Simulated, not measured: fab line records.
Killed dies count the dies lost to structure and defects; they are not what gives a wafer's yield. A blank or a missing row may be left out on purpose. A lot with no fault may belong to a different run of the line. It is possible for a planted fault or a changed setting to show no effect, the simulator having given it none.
The tool behind it: which one?	flow gf180mcu	11 lots with 33 wafers sampled at 4 steps, on a route of 602 steps

WHAT THE GAUGES SHOWED, per wafer
GF_HV_LDD_THK_MEAS_55. Usual: for HV_LDD_CVD_54_THK the level is 10.00 nm and the standard deviation is 0.15.
lot	measured	on	HV_LDD_CVD_54_THK (nm)	flag
L362	day 12 22:07	film metro-01	9.94 9.68 9.85	
L363	day 13 08:56	film metro-02	9.88 9.85 10.05	
L364	day 13 17:43	film metro-03	9.95 10.00 9.92	
L370	day 15 16:49	film metro-03	10.29 10.21 10.25	
L372	day 16 06:37	film metro-01	9.97 9.72 9.92	
L373	day 16 11:38	film metro-03	10.28 10.16 10.21	
L374	day 16 18:32	film metro-02	20.43 20.45 20.45	OFF
L375	day 17 04:53	film metro-02	20.21 20.29 20.28	OFF
L382	day 19 14:10	film metro-02	10.19 10.19 10.17	
L383	day 20 00:31	film metro-03	9.95 9.90 9.98	
L384	day 20 09:32	film metro-01	9.97 9.84 10.01	

TOOL THAT RAN EACH LOT (tool first, then ch and the chambers of the sampled wafers, then the start)
lot	GF_HV_LDD_STRIP_49	GF_HV_LDD_RTA_52	GF_HV_LDD_CVD_54
L362	plasma asher-02 ch 0,1, day 12 20:42	rtp anneal-02 ch 0, day 12 20:55	lpcvd-01 ch 1, day 12 21:06
L363	plasma asher-04 ch 0, day 13 07:31	rtp anneal-02 ch 0, day 13 07:44	lpcvd-02 ch 0, day 13 07:55
L364	plasma asher-04 ch 0,1, day 13 16:18	rtp anneal-02 ch 0, day 13 16:31	lpcvd-01 ch 1, day 13 16:42
L370	plasma asher-02 ch 0,1, day 15 15:24	rtp anneal-01 ch 0, day 15 15:37	lpcvd-01 ch 1, day 15 15:48
L372	plasma asher-02 ch 0,1, day 16 05:11	rtp anneal-02 ch 0, day 16 05:24	lpcvd-02 ch 0, day 16 05:34
L373	plasma asher-04 ch 1, day 16 10:12	rtp anneal-02 ch 0, day 16 10:25	lpcvd-01 ch 0, day 16 10:37
L374	plasma asher-04 ch 0,1, day 16 17:07	rtp anneal-02 ch 0, day 16 17:20	lpcvd-01 ch 1, day 16 17:31
L375	plasma asher-02 ch 0, day 17 03:28	rtp anneal-02 ch 0, day 17 03:41	lpcvd-01 ch 0, day 17 03:51
L382	plasma asher-01 ch 1, day 19 12:45	rtp anneal-02 ch 0, day 19 12:58	lpcvd-02 ch 1, day 19 13:08
L383	plasma asher-02 ch 0,1, day 19 23:06	rtp anneal-02 ch 0, day 19 23:19	lpcvd-01 ch 1, day 19 23:29
L384	plasma asher-04 ch 0,1, day 20 08:08	rtp anneal-01 ch 0, day 20 08:20	lpcvd-01 ch 0, day 20 08:29
- GF_HV_LDD_STRIP_49: strips in O2/N2.
- GF_HV_LDD_RTA_52: time 10 s.
- GF_HV_LDD_CVD_54: deposits SiO2 from TEOS, target thk 10 nm, time 75 s.

WHAT THE TOOLS THEMSELVES READ (means of the sampled wafers that have a number; where no wafer has one, the mark that the record gives instead)
GF_HV_LDD_STRIP_49. Usual: drypump motor current A 5.8 A, standard deviation 0.34; heater power w 337 W, standard deviation 58; oes product au 0.716 a.u., standard deviation 0.0043; strip time to endpoint s 12.63 s, standard deviation 0.036.
lot	tool	drypump motor current A (A)	heater power w (W)	oes product au (a.u.)	strip time to endpoint s (s)	flag
L362	plasma asher-02	5.6	289	0.722	12.66	
L363	plasma asher-04	6.0	470	0.719	12.60	
L364	plasma asher-04	6.1	430	0.718	12.70	
L370	plasma asher-02	5.6	290	0.716	12.64	
L372	plasma asher-02	5.6	287	0.716	12.65	
L373	plasma asher-04	6.2	355	0.715	12.63	
L374	plasma asher-04	6.2	389	0.718	12.62	
L375	plasma asher-02	5.7	284	0.718	12.62	
L382	plasma asher-01	5.6	315	0.714	12.61	
L383	plasma asher-02	5.6	294	0.719	12.63	
L384	plasma asher-04	6.2	392	0.719	12.60	

GF_HV_LDD_RTA_52. Usual: lamp power pct 33.5 %, standard deviation 0.47; wafer_temp_C_max 1003.7, standard deviation 1.2.
lot	tool	lamp power pct (%)	wafer_temp_C_max	flag
L362	rtp anneal-02	33.8	1004.3	
L363	rtp anneal-02	33.8	1005.2	
L364	rtp anneal-02	33.8	1003.9	
L370	rtp anneal-01	32.9	1002.9	
L372	rtp anneal-02	33.8	1004.0	
L373	rtp anneal-02	33.8	1003.8	
L374	rtp anneal-02	33.8	1004.6	
L375	rtp anneal-02	33.8	1004.3	
L382	rtp anneal-02	33.8	1004.2	
L383	rtp anneal-02	33.8	1004.8	
L384	rtp anneal-01	32.8	1002.6	

GF_HV_LDD_CVD_54. Usual: spike tc bottom C 699.5 C, standard deviation 1.7; spike tc centre C 679.5 C, standard deviation 1.1; spike tc lower C 681.2 C, standard deviation 1.6; spike tc top C 694.4 C, standard deviation 2.6; spike tc upper C 680.1 C, standard deviation 1.3; susceptor temp C 680.0 C, standard deviation 0.3; zone power centre pct 11.0 %, standard deviation 0.99; zone power lower pct 9.9 %, standard deviation 0.86.
lot	tool	spike tc bottom C (C)	spike tc centre C (C)	spike tc lower C (C)	spike tc top C (C)	spike tc upper C (C)	susceptor temp C (C)	zone power centre pct (%)	zone power lower pct (%)	flag
L362	lpcvd-01	697.8	679.9	679.8	697.5	680.2	679.9	10.6	11.0	
L363	lpcvd-02	701.0	678.4	680.6	696.3	680.4	679.6	9.8	8.5	
L364	lpcvd-01	698.9	678.5	680.3	696.6	681.9	679.7	10.6	10.9	
L370	lpcvd-01	698.3	678.9	680.0	697.5	679.9	680.4	10.5	10.9	
L372	lpcvd-02	701.8	679.2	680.7	696.8	681.0	680.1	9.9	8.5	
L373	lpcvd-01	700.3	680.0	682.7	690.0	678.5	680.0	11.0	10.2	
L374	lpcvd-01	730.0	710.4	711.7	726.1	712.7	711.7	11.5	11.8	OFF
L375	lpcvd-01	731.3	711.3	714.7	721.2	709.5	711.4	11.9	11.1	OFF
L382	lpcvd-02	698.9	679.4	680.7	694.3	680.6	680.1	12.6	10.1	
L383	lpcvd-01	699.0	679.6	679.8	696.5	680.7	680.4	10.6	11.0	
L384	lpcvd-01	698.9	679.4	683.1	691.1	678.9	680.0	11.0	10.1	

THE ANSWER, worked out from the rows above alone
Rule: take the mean of a lot's wafers that have a number; if it is more than 3 standard deviations from the usual mean, the lot is off. A lot without any number at a reading at which 4 lots or more have one is off too. Any other lot the step has rows for is counted as sound. After the gauges, taken in route order, come the tools' own readings; for these a lot's mean is taken, as printed above. At the first step where some lot is off, the reading lying furthest off is the one used; lots without a number count as furthest.
Off: L374, L375, at GF_HV_LDD_THK_MEAS_55 (HV_LDD_CVD_54_THK).
If a tool, at a process step before that reading, ran all the lots that are off and no sound lot after the first of them, it fits. The gauges at GF_HV_LDD_THK_MEAS_55 aren't tried: what is off there is off at GF_HV_LDD_CVD_54 too, on other tools, and a gauge's error can't cause that. No candidate that was tried fits.

WHAT THE SIMULATOR HAD PUT IN
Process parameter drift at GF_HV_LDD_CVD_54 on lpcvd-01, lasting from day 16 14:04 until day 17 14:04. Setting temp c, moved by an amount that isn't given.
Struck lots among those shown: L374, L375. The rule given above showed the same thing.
